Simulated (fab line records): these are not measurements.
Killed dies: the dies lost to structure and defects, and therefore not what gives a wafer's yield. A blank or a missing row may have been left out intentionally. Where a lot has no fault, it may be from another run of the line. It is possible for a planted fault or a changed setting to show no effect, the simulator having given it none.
What tool caused it? ; flow sky130 ; 24 lots with 72 wafers sampled at 2 steps, on a route of 708 steps

== WHAT THE GAUGES SHOWED, per wafer ==
SKY_VIA1_CD_MEAS_12: target cd 150 nm.
lot;measured;on;cd nm (nm)
L074;day 33 21:07;cd sem-02;152.0 151.1 152.2
L075;day 33 22:59;cd sem-01;149.5 149.2 149.4
L076;day 34 01:19;cd sem-01;149.2 149.2 149.9
L077;day 34 23:35;cd sem-02;149.8 148.1 149.5
L079;day 35 13:58;cd sem-01;149.0 149.2 149.3
L078;day 35 15:26;cd sem-01;149.2 149.1 149.7
L082;day 38 03:34;cd sem-01;148.1 149.2 149.4
L084;day 38 04:59;cd sem-02;151.3 151.8 151.6
L080;day 38 04:21;cd sem-01;148.3 148.8 148.8
L081;day 38 07:46;cd sem-01;148.2 149.4 148.7
L085;day 38 08:08;cd sem-02;149.2 149.7 147.5
L087;day 38 08:28;cd sem-01;149.0 150.7 148.8
L086;day 38 09:05;cd sem-01;152.1 153.0 153.7
L083;day 38 08:48;cd sem-01;147.9 148.5 146.7
L088;day 38 09:26;cd sem-02;150.4 152.4 150.2
L089;day 38 09:55;cd sem-02;146.7 148.3 144.5
L090;day 39 00:20;cd sem-02;149.3 149.1 147.7
L091;day 39 01:49;cd sem-02;152.7 153.8 152.7
L092;day 39 05:15;cd sem-01;145.4 149.1 149.5
L093;day 39 17:57;cd sem-01;150.2 151.1 149.4
L094;day 39 19:20;cd sem-01;150.2 147.5 149.4
L095;day 40 00:48;cd sem-01;150.9 149.7 150.4
L096;day 41 12:53;cd sem-01;146.2 148.6 146.8
L097;day 41 13:19;cd sem-01;147.5 148.1 146.8

== EACH LOT AND THE TOOL THAT RAN IT (in order: tool; ch and the chambers of the sampled wafers; start) ==
lot;SKY_METAL1_DESCUM_17
L074;rie metal-01 ch 0,1, day 32 17:50
L075;rie metal-03 ch 0,1, day 32 18:43
L076;rie metal-01 ch 0,1, day 32 21:11
L077;rie metal-04 ch 0,1, day 33 20:09
L079;rie metal-03 ch 0, day 34 10:23
L078;rie metal-01 ch 0,1, day 34 11:26
L082;rie metal-01 ch 0,1, day 36 23:55
L084;rie metal-04 ch 0,1, day 37 00:59
L080;rie metal-03 ch 0,1, day 37 01:14
L081;rie metal-01 ch 0,1, day 37 04:20
L085;rie metal-04 ch 0,1, day 37 04:47
L087;rie metal-01 ch 0,1, day 37 05:07
L086;rie metal-04 ch 0,1, day 37 05:44
L083;rie metal-03 ch 0,1, day 37 06:04
L088;rie metal-01 ch 0,1, day 37 06:23
L089;rie metal-04 ch 0,1, day 37 06:46
L090;rie metal-03 ch 0,1, day 37 20:50
L091;rie metal-03 ch 0,1, day 37 22:07
L092;rie metal-03 ch 0,1, day 38 02:22
L093;rie metal-03 ch 0,1, day 38 15:31
L094;rie metal-03 ch 0, day 38 16:28
L095;rie metal-04 ch 1, day 38 22:28
L096;rie metal-04 ch 0, day 40 11:47
L097;rie metal-03 ch 0,1, day 40 11:58
- SKY_METAL1_DESCUM_17: chemistry O2, time 8 s.

== WHAT THE TOOLS THEMSELVES READ (means of the sampled wafers that have a number; where no wafer has one, the mark that the record gives instead) ==
SKY_METAL1_DESCUM_17.
lot;tool;drypump motor current A (A);oes product au (a.u.);temp c (C)
L074;rie metal-01;5.4;0.985;39.98
L075;rie metal-03;6.0;1.011;39.99
L076;rie metal-01;6.1;0.986;39.95
L077;rie metal-04;5.6;0.995;40.06
L079;rie metal-03;6.0;1.014;39.97
L078;rie metal-01;6.1;1.001;40.14
L082;rie metal-01;6.1;0.998;40.05
L084;rie metal-04;5.2;0.994;40.13
L080;rie metal-03;6.0;1.020;39.97
L081;rie metal-01;6.1;0.994;40.04
L085;rie metal-04;5.2;0.995;39.91
L087;rie metal-01;5.4;0.990;39.90
L086;rie metal-04;5.6;0.984;40.10
L083;rie metal-03;6.0;1.015;39.92
L088;rie metal-01;5.5;0.992;40.01
L089;rie metal-04;5.2;1.003;39.82
L090;rie metal-03;6.0;1.016;40.04
L091;rie metal-03;6.1;1.024;40.05
L092;rie metal-03;6.0;1.019;40.04
L093;rie metal-03;6.0;1.012;39.94
L094;rie metal-03;6.0;1.017;39.89
L095;rie metal-04;4.8;0.995;40.00
L096;rie metal-04;6.0;0.982;39.96
L097;rie metal-03;6.0;1.017;40.04

== THE ANSWER, worked out from the rows above alone ==
Rule: usual is defined by the lots themselves. Put in order of their means at a reading, lots are off if they are a third of the lots or fewer, leave a main group of 4 or more, and stand apart from it by a gap of 3 or more times the standard deviation of the main group's means; of several such gaps the widest counts. The tables above print the reading to a certain number of digits; a main group whose means all agree to those digits is not used. Also off: a lot with no number at a reading for which 4 or more lots have one. Any other lot the step has rows for is counted as sound. After the gauges, taken in route order, come the tools' own readings; for these a lot's mean is taken, as printed above. At the first step where some lot is off, the reading lying furthest off is the one used; lots without a number count as furthest.
None of the lots is off at any reading shown; this tells nothing.

== WHAT THE SIMULATOR HAD INSERTED ==
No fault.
